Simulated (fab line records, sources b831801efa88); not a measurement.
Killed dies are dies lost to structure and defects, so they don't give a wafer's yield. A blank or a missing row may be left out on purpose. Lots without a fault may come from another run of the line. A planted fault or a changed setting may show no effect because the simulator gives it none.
fab line records | flow sky130 | part 2 of 2: steps 25 to 34 of 34
record lots=5 wafers=15 last_day=49
route steps=708 shown METAL4@629 VIA4@639 METAL5@661
lots that met no fault: from a run of the same line without faults
start_h: hours from the record's first day to the start of the lot's first wafer shown | wait_h: hours since the lot's step before | " the same as in the row above | L1.1+2: a row that stands for several wafers | - no value, or no start given | * or withheld: withheld | < > ~ a bound
route shown NAME@n: a module of which the file shows steps, and the number in the route of the first | usual: mean/standard deviation of fault-free wafers | same: alike in all rows | chamber/n: place in a boat | sites: the reading at each site | _std_site: their standard deviation | _edge_site: outer sites' mean less inner sites' | radius_mm: how far each site lies from the wafer's centre | mask NAME#n: copy n | behind: the tool/chamber that last shaped the wafer | hold: why the lot was held/for how many hours/how that ended | device: the transistor (n, p or np) that didn't switch | end of line: the same wafers' tests at the end of the route | a step without rows: its recipe alone | killed: dies lost to structure and defects at the first sort, not the wafer's yield | map: a wafer's dies, x killed, . not, _ none there
set.NAME: the setting as run; set.NAME@STEP: as run at that earlier step | model.NAME: the simulator's own value behind a step, which no gauge read
lots at some steps of the route; a table a step, a row a wafer
services: from which hour (start_h, from the record's first day; less than 0 if before it) a tool's chamber was out of use, for how many hours, and why
## steps
# step SKY_VIA4_STRIP_14
# recipe chemistry=post_etch_residue_remover time_s=1200 temp_c=72.5
# usual bath_guard_temp_C=72.6/0.62
# same time_s=1200
# columns lot.wafer tool chamber start_h wait_h bath_guard_temp_C
L079.3 wet_bench-02 2 1036.84 0.0 71.3
L079.5 " 2 " " 72.2
L079.6 " 2 " " 71.7
L085.1 wet_bench-01 2 1071.80 0.1 73.4
L085.2 " 2 " " 73.3
L085.6 " 2 " " 73.7
L087.1 wet_bench-04 3 1084.95 0.1 72.4
L087.2 " 3 " " 72.7
L087.4 " 3 " " 72.6
L088.3 wet_bench-02 2 1096.04 0.0 71.7
L088.4 " 2 " " 71.9
L088.5 " 2 " " 71.9
L090.2 wet_bench-01 3 1108.99 0.1 71.9
L090.3 " 3 " " 72.2
L090.5 " 3 " " 72.5
# step SKY_VIA4_CLEAN_15
# recipe chemistry=IPA time_s=180 temp_c=25
# same time_s=180
# columns lot.wafer tool chamber start_h wait_h
L079.3+5+6 wet_bench-02 0 1037.21 0.0
L085.1+2+6 wet_bench-02 0 1072.14 0.0
L087.1+2+4 wet_bench-02 0 1085.29 0.0
L088.3+4+5 wet_bench-01 1 1096.41 0.0
L090.2+3+5 wet_bench-04 2 1109.33 0.0
# step SKY_VIA4_CLEAN_16
# recipe chemistry=O3/DIW dry=n2_spin
# columns lot.wafer tool chamber start_h wait_h
L079.3+5+6 wet_bench-02 2 1037.27 0.0
L085.1+2+6 wet_bench-04 3 1072.20 0.0
L087.1+2+4 wet_bench-04 3 1085.35 0.0
L088.3+4+5 wet_bench-04 3 1096.47 0.0
L090.2+3+5 wet_bench-01 2 1109.39 0.0
# step SKY_VIA4_SPUTTER_17
# recipe material=TiN target_thk_nm=20 chamber_pressure_pa=5 power_w=4000 time_s=80
# usual throttle_valve_pct=30.1/0.73
# same time_s=80
# columns lot.wafer tool chamber start_h wait_h throttle_valve_pct
L079.3 pvd_sputter-01 - 1037.37 0.0 30.5
L079.5 " - " " 30.5
L079.6 " - " " 28.5
L085.1 pvd_sputter-03 - 1072.30 0.0 31.2
L085.2 " - " " 31.0
L085.6 " - " " 30.8
L087.1 pvd_sputter-03 - 1085.44 0.0 30.0
L087.2 " - " " 31.2
L087.4 " - " " 31.1
L088.3 pvd_sputter-03 - 1096.56 0.0 31.0
L088.4 " - " " 30.0
L088.5 " - " " 31.0
L090.2 pvd_sputter-03 - 1109.48 0.0 31.1
L090.3 " - " " 30.9
L090.5 " - " " 29.8
# step SKY_VIA4_CVD_18
# recipe material=W target_thk_nm=505 time_s=152.14 temp_c=400 pressure_torr=40
# usual heater_power_w=860/75
# same time_s=152.14
# columns lot.wafer tool chamber start_h wait_h heater_power_w
L079.3 cvd_w-01 1 1037.48 0.1 924
L079.5 " 0 " " 768
L079.6 " 1 " " 941
L085.1 cvd_w-02 0 1072.36 0.0 911
L085.2 " 1 " " 803
L085.6 " 0 " " 914
L087.1 cvd_w-02 0 1085.50 0.0 943
L087.2 " 1 " " 805
L087.4 " 1 " " 788
L088.3 cvd_w-02 1 1096.67 0.1 804
L088.4 " 0 " " 933
L088.5 " 0 " " 917
L090.2 cvd_w-02 1 1109.64 0.1 817
L090.3 " 0 " " 901
L090.5 " 0 " " 879
# step SKY_VIA4_RS_MEAS_19
# recipe thk_meas_gauge=four-point-probe reads=W_of_VIA4_CVD_18+TiN_of_VIA4_SPUTTER_17
# usual VIA4_W_RS=0.227/0.0032
# columns lot.wafer tool chamber start_h wait_h VIA4_W_RS[ohm/sq]
L079.3 film_metro-04 - 1037.62 0.1 0.227
L079.5 " - " " 0.222
L079.6 " - " " 0.228
L085.1 film_metro-04 - 1072.51 0.1 0.227
L085.2 " - " " 0.233
L085.6 " - " " 0.224
L087.1 film_metro-02 - 1085.66 0.1 0.226
L087.2 " - " " 0.225
L087.4 " - " " 0.225
L088.3 film_metro-03 - 1096.82 0.1 0.232
L088.4 " - " " 0.229
L088.5 " - " " 0.227
L090.2 film_metro-04 - 1109.81 0.1 0.228
L090.3 " - " " 0.225
L090.5 " - " " 0.225
# step SKY_VIA4_THK_MEAS_20
# recipe thk_meas_gauge=xrf reads=W_of_VIA4_CVD_18
# usual VIA4_W_THK=513/8.3
# columns lot.wafer tool chamber start_h wait_h VIA4_W_THK[nm]
L079.3 film_metro-04 - 1037.72 0.1 518
L079.5 " - " " 530
L079.6 " - " " 517
L085.1 film_metro-04 - 1072.63 0.1 510
L085.2 " - " " 498
L085.6 " - " " 523
L087.1 film_metro-02 - 1085.78 0.1 519
L087.2 " - " " 515
L087.4 " - " " 515
L088.3 film_metro-03 - 1096.92 0.1 502
L088.4 " - " " 512
L088.5 " - " " 514
L090.2 film_metro-04 - 1109.92 0.1 510
L090.3 " - " " 518
L090.5 " - " " 518
# step SKY_VIA4_CMP_21
# recipe stop_on=SiO2 t_overpolish_s=25 down_force_psi=3.5 platen_rpm=60 target_thk_nm=0 pad_velocity_m_s=0.94248
# usual edge_zone_pressure_frac=1.000/0.0055 motor_current_A=10.9/1.2 overpolish_run_s=24.999/0.0085 platen_rpm=60.00/0.043 time_to_endpoint_s=123/4.4
# columns lot.wafer tool chamber start_h wait_h edge_zone_pressure_frac motor_current_A overpolish_run_s platen_rpm time_to_endpoint_s
L079.3 cmp-02 1 1037.81 0.1 1.005 11.6 24.992 60.00 119
L079.6 " 0 " " 0.996 11.8 24.995 59.99 120
L079.5 " 1 " " 0.995 11.3 24.999 60.05 124
L085.1 cmp-01 2 1072.69 0.1 0.993 10.6 25.000 60.09 126
L085.2 " 3 " " 1.006 9.7 25.005 59.95 123
L085.6 " 2 " " 1.003 10.4 24.992 60.12 129
L087.1 cmp-01 2 1086.82 1.0 0.994 10.5 24.997 59.94 126
L087.4 " 3 " " 1.002 10.3 24.998 59.96 122
L087.2 " 0 " " 1.002 9.6 25.014 60.02 122
L088.4 cmp-02 3 1097.06 0.1 0.993 10.8 25.007 60.01 125
L088.3 " 1 " " 0.991 11.3 25.008 60.10 118
L088.5 " 3 " " 0.995 11.5 25.023 59.95 125
L090.2 cmp-01 0 1109.97 0.0 0.999 9.7 24.991 60.05 125
L090.3 " 1 " " 1.008 12.5 24.978 60.01 120
L090.5 " 1 " " 1.009 12.1 24.998 59.99 125
# step SKY_METAL5_SPUTTER_00
# recipe material=Ti target_thk_nm=15 power_w=3000 time_s=10 chamber_pressure_pa=0.4
# usual throttle_valve_pct=30.5/0.71
# same time_s=10
# columns lot.wafer tool chamber start_h wait_h throttle_valve_pct
L079.3 pvd_sputter-03 - 1038.06 0.2 31.2
L079.5 " - " " 30.8
L079.6 " - " " 30.8
L085.1 pvd_sputter-04 - 1072.99 0.2 29.2
L085.2 " - " " 31.6
L085.6 " - " " 31.2
L087.1 pvd_sputter-04 - 1087.07 0.2 30.2
L087.2 " - " " 31.5
L087.4 " - " " 31.3
L088.3 pvd_sputter-03 - 1097.36 0.1 31.1
L088.4 " - " " 30.6
L088.5 " - " " 30.8
L090.2 pvd_sputter-04 - 1110.27 0.3 31.3
L090.3 " - " " 30.0
L090.5 " - " " 31.4
# step SKY_METAL5_SPUTTER_01
# recipe material=TiN target_thk_nm=20 power_w=6500 time_s=16.7 chamber_pressure_pa=0.4
# usual throttle_valve_pct=30.5/0.71
# same time_s=16.7
# columns lot.wafer tool chamber start_h wait_h throttle_valve_pct
L079.3 pvd_sputter-03 - 1038.09 0.0 30.9
L079.5 " - " " 30.9
L079.6 " - " " 30.8
L085.1 pvd_sputter-04 - 1073.01 0.0 29.6
L085.2 " - " " 31.6
L085.6 " - " " 31.3
L087.1 pvd_sputter-04 - 1087.09 0.0 29.9
L087.2 " - " " 31.3
L087.4 " - " " 31.2
L088.3 pvd_sputter-03 - 1097.38 0.0 31.3
L088.4 " - " " 30.9
L088.5 " - " " 31.0
L090.2 pvd_sputter-04 - 1110.29 0.0 31.3
L090.3 " - " " 30.2
L090.5 " - " " 31.3
## services
# columns tool chamber start_h hours kind
rie_diel-03 0 992.14 5.8 repair
rie_metal-04 1 994.17 3.5 repair
plasma_asher-01 - 995.31 2.0 repair
cmp-01 - 1014.59 0.3 repair
hdpcvd-02 1 1020.36 9.5 repair
rie_diel-04 1 1023.51 8.9 repair
iline_stepper-01 - 1027.65 1.7 pm
plasma_asher-03 - 1028.13 3.4 repair
rie_diel-02 - 1038.46 0.5 repair
rie_diel-02 - 1040.64 1.9 repair
iline_stepper-02 - 1045.03 5.1 repair
iline_stepper-01 - 1052.99 4.4 pm
plasma_asher-03 - 1055.29 9.0 pm
cvd_w-02 - 1064.50 0.9 repair
iline_stepper-01 - 1072.32 2.1 pm
rie_diel-04 2 1073.29 31.2 repair
cmp-02 - 1084.05 4.0 pm
rie_diel-01 3 1088.75 3.6 repair
plasma_asher-01 - 1092.97 0.6 repair
rie_diel-04 3 1097.35 13.2 repair
pvd_sputter-04 - 1097.80 3.9 repair
rie_diel-01 3 1102.30 6.0 repair
rie_metal-03 0 1109.80 29.1 repair
rie_diel-02 - 1109.86 0.4 repair
